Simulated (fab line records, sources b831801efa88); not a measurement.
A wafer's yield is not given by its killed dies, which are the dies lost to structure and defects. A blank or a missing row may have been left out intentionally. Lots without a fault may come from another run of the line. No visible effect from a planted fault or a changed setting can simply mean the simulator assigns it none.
fab line records + flow gf180mcu + part 2 of 2: steps 24 to 34 of 34
[record]
- lots = 5
- wafers = 15
- last_day = 34
route steps=602 shown HV_LDD@212 NSD@235
lots untouched by any fault: they come from a run of this same line in which no faults occurred
start_h: hours from the record's opening day to when the first of the lot's shown wafers began + wait_h: time in hours since the lot's previous step + " identical to the entry in the row above + L1.1+2: several wafers, shown together as one row + - value missing, or start not given + * or withheld: withheld + < > ~ a bound
route shown NAME@n: NAME is a module with steps in the file, n the number in the route of the first one + usual: mean and standard deviation over wafers with no fault + same: alike in all rows + chamber/n: place in a boat + sites: readings site by site + _std_site: their standard deviation + _edge_site: the outer-site mean with the inner-site mean subtracted + radius_mm: how far each site lies from the wafer's centre + mask NAME#n: copy n + behind: tool/chamber where the wafer was last shaped + hold: reason for holding the lot/hours on hold/outcome of the hold + device: transistor that didn't switch, given as n, p or np + end of line: at the end of the route, the tests of the same wafers + where a step has no rows: the recipe by itself + killed: dies lost to structure and defects at the first sort, not the wafer's yield + map: the dies of a wafer, with x for killed, . for not killed, _ for no die there
set.NAME: the setting that was run; set.NAME@STEP: the one run at that earlier step + model.NAME: the simulator's own value behind a step, which no gauge read
certain route steps with their lots: each step a table, each wafer a row
services: from which hour (start_h, from the record's first day; less than 0 if before it) a tool's chamber was out of use, for how many hours, and why
[[steps]]
[step GF_NSD_DEHYDRATE_00]
[recipe]
- temp_c = 200
- time_s = 60
[usual]
- exhaust_pa = 44.9/0.86
[same]
- time_s = 60
| lot.wafer | tool           | chamber | start_h | wait_h | exhaust_pa |
|-----------|----------------|---------|---------|--------|------------|
| L076.1    | litho_track-03 | 0       | 295.66  | 9.1    | 46.1       |
| L076.4    | "              | 0       | "       | "      | 45.3       |
| L076.5    | "              | 0       | "       | "      | 44.3       |
| L077.3    | litho_track-02 | 0       | 308.82  | 9.7    | 45.1       |
| L077.4    | "              | 0       | "       | "      | 44.8       |
| L077.5    | "              | 0       | "       | "      | 44.6       |
| L085.1    | litho_track-01 | 0       | 375.99  | 10.6   | 44.2       |
| L085.4    | "              | 0       | "       | "      | 45.8       |
| L085.6    | "              | 0       | "       | "      | 44.7       |
| L093.2    | litho_track-01 | 0       | 443.36  | 11.6   | 44.4       |
| L093.3    | "              | 0       | "       | "      | 46.0       |
| L093.5    | "              | 0       | "       | "      | 46.0       |
| L097.2    | litho_track-01 | 0       | 481.41  | 11.6   | 45.0       |
| L097.3    | "              | 0       | "       | "      | 45.8       |
| L097.6    | "              | 0       | "       | "      | 46.1       |
[step GF_NSD_HMDS_01]
[recipe]
- prime_time_s = 60
- prime_temp_c = 120
[usual]
- exhaust_pa = 44.9/0.92
| lot.wafer | tool           | chamber | start_h | wait_h | exhaust_pa |
|-----------|----------------|---------|---------|--------|------------|
| L076.1    | litho_track-03 | 0       | 295.81  | 0.1    | 45.2       |
| L076.4    | "              | 0       | "       | "      | 44.8       |
| L076.5    | "              | 0       | "       | "      | 45.7       |
| L077.3    | litho_track-02 | 0       | 308.97  | 0.1    | 45.0       |
| L077.4    | "              | 0       | "       | "      | 44.9       |
| L077.5    | "              | 0       | "       | "      | 44.9       |
| L085.1    | litho_track-01 | 0       | 376.14  | 0.1    | 44.6       |
| L085.4    | "              | 0       | "       | "      | 44.8       |
| L085.6    | "              | 0       | "       | "      | 44.0       |
| L093.2    | litho_track-01 | 0       | 443.51  | 0.1    | 45.1       |
| L093.3    | "              | 0       | "       | "      | 43.9       |
| L093.5    | "              | 0       | "       | "      | 43.3       |
| L097.2    | litho_track-01 | 0       | 481.56  | 0.1    | 44.5       |
| L097.3    | "              | 0       | "       | "      | 43.6       |
| L097.6    | "              | 0       | "       | "      | 44.8       |
[step GF_NSD_COAT_02]
[recipe]
- resist = NOVOLAK
- spin_rpm = 3000
- resist_thk_nm = 1000
[usual]
- exhaust_pa = 45.1/0.87
| lot.wafer | tool           | chamber | start_h | wait_h | exhaust_pa |
|-----------|----------------|---------|---------|--------|------------|
| L076.1    | litho_track-03 | 0       | 295.96  | 0.1    | 44.5       |
| L076.4    | "              | 0       | "       | "      | 45.9       |
| L076.5    | "              | 0       | "       | "      | 45.1       |
| L077.3    | litho_track-02 | 0       | 309.12  | 0.1    | 44.9       |
| L077.4    | "              | 0       | "       | "      | 44.9       |
| L077.5    | "              | 0       | "       | "      | 45.1       |
| L085.1    | litho_track-01 | 0       | 376.29  | 0.1    | 45.0       |
| L085.4    | "              | 0       | "       | "      | 45.1       |
| L085.6    | "              | 0       | "       | "      | 45.9       |
| L093.2    | litho_track-01 | 0       | 443.66  | 0.1    | 45.4       |
| L093.3    | "              | 0       | "       | "      | 45.5       |
| L093.5    | "              | 0       | "       | "      | 44.8       |
| L097.2    | litho_track-01 | 0       | 481.71  | 0.1    | 45.8       |
| L097.3    | "              | 0       | "       | "      | 44.2       |
| L097.6    | "              | 0       | "       | "      | 43.8       |
[step GF_NSD_SOFTBAKE_03]
[recipe]
- temp_c = 90
- time_s = 60
- resist = NOVOLAK
[usual]
- exhaust_pa = 45.1/0.83
[same]
- time_s = 60
| lot.wafer | tool           | chamber | start_h | wait_h | exhaust_pa |
|-----------|----------------|---------|---------|--------|------------|
| L076.1    | litho_track-03 | 0       | 296.11  | 0.1    | 45.6       |
| L076.4    | "              | 0       | "       | "      | 44.4       |
| L076.5    | "              | 0       | "       | "      | 44.4       |
| L077.3    | litho_track-02 | 0       | 309.27  | 0.1    | 44.7       |
| L077.4    | "              | 0       | "       | "      | 46.1       |
| L077.5    | "              | 0       | "       | "      | 45.1       |
| L085.1    | litho_track-01 | 0       | 376.44  | 0.1    | 44.8       |
| L085.4    | "              | 0       | "       | "      | 42.9       |
| L085.6    | "              | 0       | "       | "      | 45.1       |
| L093.2    | litho_track-01 | 0       | 443.81  | 0.1    | 47.5       |
| L093.3    | "              | 0       | "       | "      | 47.2       |
| L093.5    | "              | 0       | "       | "      | 45.2       |
| L097.2    | litho_track-01 | 0       | 481.86  | 0.1    | 45.7       |
| L097.3    | "              | 0       | "       | "      | 44.4       |
| L097.6    | "              | 0       | "       | "      | 44.6       |
[step GF_NSD_EXPOSE_04]
[recipe]
- mask_id = Nplus
- target_cd_nm = 400
- na = 0.6
- source_shape = conventional
- sigma_outer = 0.6
- dose_mj = 140
[usual]
- focus_offset_nm = 0.0/0.48
| lot.wafer | tool             | chamber | start_h | wait_h | mask    | focus_offset_nm |
|-----------|------------------|---------|---------|--------|---------|-----------------|
| L076.1    | iline_stepper-02 | 0       | -       | -      | Nplus#0 | -0.2            |
| L076.4    | "                | 0       | "       | "      | Nplus#0 | -0.9            |
| L076.5    | "                | 0       | "       | "      | Nplus#0 | -0.8            |
| L077.3    | iline_stepper-01 | 0       | -       | -      | Nplus#0 | -0.5            |
| L077.4    | "                | 0       | "       | "      | Nplus#0 | 0.1             |
| L077.5    | "                | 0       | "       | "      | Nplus#0 | -0.4            |
| L085.1    | iline_stepper-01 | 0       | -       | -      | Nplus#0 | -0.1            |
| L085.4    | "                | 0       | "       | "      | Nplus#0 | -0.1            |
| L085.6    | "                | 0       | "       | "      | Nplus#0 | 0.2             |
| L093.2    | iline_stepper-01 | 0       | -       | -      | Nplus#0 | 0.6             |
| L093.3    | "                | 0       | "       | "      | Nplus#0 | 0.3             |
| L093.5    | "                | 0       | "       | "      | Nplus#0 | 0.2             |
| L097.2    | iline_stepper-01 | 0       | -       | -      | Nplus#0 | -0.6            |
| L097.3    | "                | 0       | "       | "      | Nplus#0 | -0.5            |
| L097.6    | "                | 0       | "       | "      | Nplus#0 | -0.6            |
[step GF_NSD_PEB_05]
[recipe]
- temp_c = withheld
- time_s = *
- resist = NOVOLAK
[usual]
- exhaust_pa = 45.0/0.81
[same]
- time_s = *
| lot.wafer | tool           | chamber | start_h | wait_h | exhaust_pa |
|-----------|----------------|---------|---------|--------|------------|
| L076.1    | litho_track-03 | 0       | -       | -      | 46.0       |
| L076.4    | "              | 0       | "       | "      | 44.5       |
| L076.5    | "              | 0       | "       | "      | 45.0       |
| L077.3    | litho_track-03 | 0       | -       | -      | 46.1       |
| L077.4    | "              | 0       | "       | "      | 44.6       |
| L077.5    | "              | 0       | "       | "      | 44.8       |
| L085.1    | litho_track-02 | 0       | -       | -      | 45.7       |
| L085.4    | "              | 0       | "       | "      | 44.9       |
| L085.6    | "              | 0       | "       | "      | 45.3       |
| L093.2    | litho_track-01 | 0       | -       | -      | 43.7       |
| L093.3    | "              | 0       | "       | "      | 43.8       |
| L093.5    | "              | 0       | "       | "      | 43.6       |
| L097.2    | litho_track-01 | 0       | -       | -      | 45.0       |
| L097.3    | "              | 0       | "       | "      | 45.7       |
| L097.6    | "              | 0       | "       | "      | 45.7       |
[step GF_NSD_DEVELOP_06]
[recipe]
- develop_time_s = 60
- dev_temp_c = 23
[usual]
- exhaust_pa = 44.8/1
| lot.wafer | tool           | chamber | start_h | wait_h | exhaust_pa |
|-----------|----------------|---------|---------|--------|------------|
| L076.1    | litho_track-03 | 0       | 305.81  | 0.1    | 45.1       |
| L076.4    | "              | 0       | "       | "      | 44.8       |
| L076.5    | "              | 0       | "       | "      | 45.4       |
| L077.3    | litho_track-03 | 0       | 319.71  | 0.1    | 45.2       |
| L077.4    | "              | 0       | "       | "      | 46.1       |
| L077.5    | "              | 0       | "       | "      | 45.1       |
| L085.1    | litho_track-02 | 0       | 387.82  | 0.1    | 45.3       |
| L085.4    | "              | 0       | "       | "      | 45.4       |
| L085.6    | "              | 0       | "       | "      | 44.6       |
| L093.2    | litho_track-01 | 0       | 455.76  | 0.1    | 42.8       |
| L093.3    | "              | 0       | "       | "      | 43.3       |
| L093.5    | "              | 0       | "       | "      | 43.7       |
| L097.2    | litho_track-01 | 0       | 493.36  | 0.1    | 45.1       |
| L097.3    | "              | 0       | "       | "      | 45.3       |
| L097.6    | "              | 0       | "       | "      | 44.8       |
[step GF_NSD_CD_MEAS_07]
[recipe]
- target_cd_nm = 400
[usual]
- cd_nm = 399.8/2.6
| lot.wafer | tool      | chamber | start_h | wait_h | cd_nm |
|-----------|-----------|---------|---------|--------|-------|
| L076.1    | cd_sem-01 | -       | 305.96  | 0.1    | 398.9 |
| L076.4    | "         | -       | "       | "      | 399.9 |
| L076.5    | "         | -       | "       | "      | 398.7 |
| L077.3    | cd_sem-02 | -       | 319.85  | 0.1    | 395.2 |
| L077.4    | "         | -       | "       | "      | 396.6 |
| L077.5    | "         | -       | "       | "      | 398.5 |
| L085.1    | cd_sem-01 | -       | 387.97  | 0.1    | 395.2 |
| L085.4    | "         | -       | "       | "      | 397.2 |
| L085.6    | "         | -       | "       | "      | 396.3 |
| L093.2    | cd_sem-02 | -       | 455.91  | 0.1    | 398.7 |
| L093.3    | "         | -       | "       | "      | 399.2 |
| L093.5    | "         | -       | "       | "      | 399.5 |
| L097.2    | cd_sem-02 | -       | 493.51  | 0.1    | 400.7 |
| L097.3    | "         | -       | "       | "      | 400.5 |
| L097.6    | "         | -       | "       | "      | 399.7 |
[step GF_NSD_OVL_MEAS_08]
[usual]
- NSD_OVL = 0.1/1.3
| lot.wafer | tool       | chamber | start_h | wait_h | NSD_OVL[nm] |
|-----------|------------|---------|---------|--------|-------------|
| L076.1    | overlay-02 | -       | 306.08  | 0.1    | -0.5        |
| L076.4    | "          | -       | "       | "      | -2.5        |
| L076.5    | "          | -       | "       | "      | -2.2        |
| L077.3    | overlay-01 | -       | 319.94  | 0.1    | 0.3         |
| L077.4    | "          | -       | "       | "      | -1.1        |
| L077.5    | "          | -       | "       | "      | 1.3         |
| L085.1    | overlay-02 | -       | 388.09  | 0.1    | 0.6         |
| L085.4    | "          | -       | "       | "      | -0.7        |
| L085.6    | "          | -       | "       | "      | -1.5        |
| L093.2    | overlay-01 | -       | 456.01  | 0.1    | -0.5        |
| L093.3    | "          | -       | "       | "      | 1.5         |
| L093.5    | "          | -       | "       | "      | 1.2         |
| L097.2    | overlay-02 | -       | 493.61  | 0.1    | 1.3         |
| L097.3    | "          | -       | "       | "      | 1.4         |
| L097.6    | "          | -       | "       | "      | -0.8        |
[step GF_NSD_IMPLANT_09]
[recipe]
- species = As
- energy_kev = 60
- dose_cm2 = 4e+15
- tilt_deg = 7
[usual]
- dose_ions_cm2 = 4e+15/3.9e+12
| lot.wafer | tool         | chamber | start_h | wait_h | dose_ions_cm2 |
|-----------|--------------|---------|---------|--------|---------------|
| L076.1    | implanter-01 | 0       | 306.11  | 0.0    | 4.004e+15     |
| L076.4    | "            | 0       | "       | "      | 4.006e+15     |
| L076.5    | "            | 0       | "       | "      | 4.001e+15     |
| L077.3    | implanter-01 | 0       | 320.01  | 0.1    | 4.006e+15     |
| L077.4    | "            | 0       | "       | "      | 4.003e+15     |
| L077.5    | "            | 0       | "       | "      | 3.998e+15     |
| L085.1    | implanter-02 | 0       | 388.12  | 0.0    | 3.996e+15     |
| L085.4    | "            | 0       | "       | "      | 3.994e+15     |
| L085.6    | "            | 0       | "       | "      | 4.003e+15     |
| L093.2    | implanter-02 | 0       | 456.07  | 0.0    | 3.992e+15     |
| L093.3    | "            | 0       | "       | "      | 4.001e+15     |
| L093.5    | "            | 0       | "       | "      | 3.994e+15     |
| L097.2    | implanter-03 | 0       | 493.67  | 0.0    | 4e+15         |
| L097.3    | "            | 0       | "       | "      | 4.001e+15     |
| L097.6    | "            | 0       | "       | "      | 3.998e+15     |
[step GF_NSD_IMPLANT_10]
[recipe]
- species = P
- energy_kev = 40
- dose_cm2 = 5e+14
- tilt_deg = 7
[usual]
- dose_ions_cm2 = 5e+14/5.3e+11
| lot.wafer | tool         | chamber | start_h | wait_h | dose_ions_cm2 |
|-----------|--------------|---------|---------|--------|---------------|
| L076.1    | implanter-01 | 0       | 306.26  | 0.1    | 5.005e+14     |
| L076.4    | "            | 0       | "       | "      | 5.003e+14     |
| L076.5    | "            | 0       | "       | "      | 4.999e+14     |
| L077.3    | implanter-01 | 0       | 320.16  | 0.1    | 4.995e+14     |
| L077.4    | "            | 0       | "       | "      | 4.999e+14     |
| L077.5    | "            | 0       | "       | "      | 4.999e+14     |
| L085.1    | implanter-02 | 0       | 388.27  | 0.1    | 4.998e+14     |
| L085.4    | "            | 0       | "       | "      | 5.003e+14     |
| L085.6    | "            | 0       | "       | "      | 4.995e+14     |
| L093.2    | implanter-02 | 0       | 456.22  | 0.1    | 5.008e+14     |
| L093.3    | "            | 0       | "       | "      | 4.996e+14     |
| L093.5    | "            | 0       | "       | "      | 4.998e+14     |
| L097.2    | implanter-03 | 0       | 493.82  | 0.1    | 4.995e+14     |
| L097.3    | "            | 0       | "       | "      | 4.998e+14     |
| L097.6    | "            | 0       | "       | "      | 4.997e+14     |
[[services]]
| tool             | chamber | start_h | hours | kind   |
|------------------|---------|---------|-------|--------|
| plasma_asher-02  | -       | 246.72  | 6.5   | repair |
| rie_diel-03      | 3       | 259.79  | 10.2  | repair |
| implanter-03     | -       | 271.86  | 4.7   | pm     |
| implanter-03     | -       | 280.85  | 0.5   | repair |
| iline_stepper-01 | -       | 290.50  | 1.7   | pm     |
| plasma_asher-02  | -       | 298.28  | 0.6   | repair |
| iline_stepper-02 | -       | 301.92  | 1.7   | pm     |
| implanter-04     | -       | 313.36  | 2.4   | repair |
| implanter-01     | -       | 322.63  | 8.2   | repair |
| implanter-04     | -       | 342.45  | 0.6   | repair |
| implanter-02     | -       | 351.07  | 0.6   | repair |
| lpcvd-02         | -       | 358.56  | 6.0   | pm     |
| plasma_asher-02  | -       | 383.13  | 6.5   | repair |
| lpcvd-02         | -       | 386.12  | 0.5   | repair |
| implanter-02     | -       | 396.61  | 3.2   | pm     |
| iline_stepper-02 | -       | 400.30  | 2.1   | pm     |
| implanter-02     | -       | 401.01  | 1.4   | repair |
| implanter-01     | -       | 424.96  | 2.0   | repair |
| lpcvd-02         | -       | 431.28  | 14.6  | pm     |
| implanter-03     | -       | 437.76  | 3.0   | repair |
| iline_stepper-02 | -       | 455.45  | 2.2   | repair |
| implanter-02     | -       | 469.06  | 2.0   | repair |
| implanter-02     | -       | 472.80  | 3.6   | pm     |
| lpcvd-02         | -       | 490.15  | 0.7   | repair |
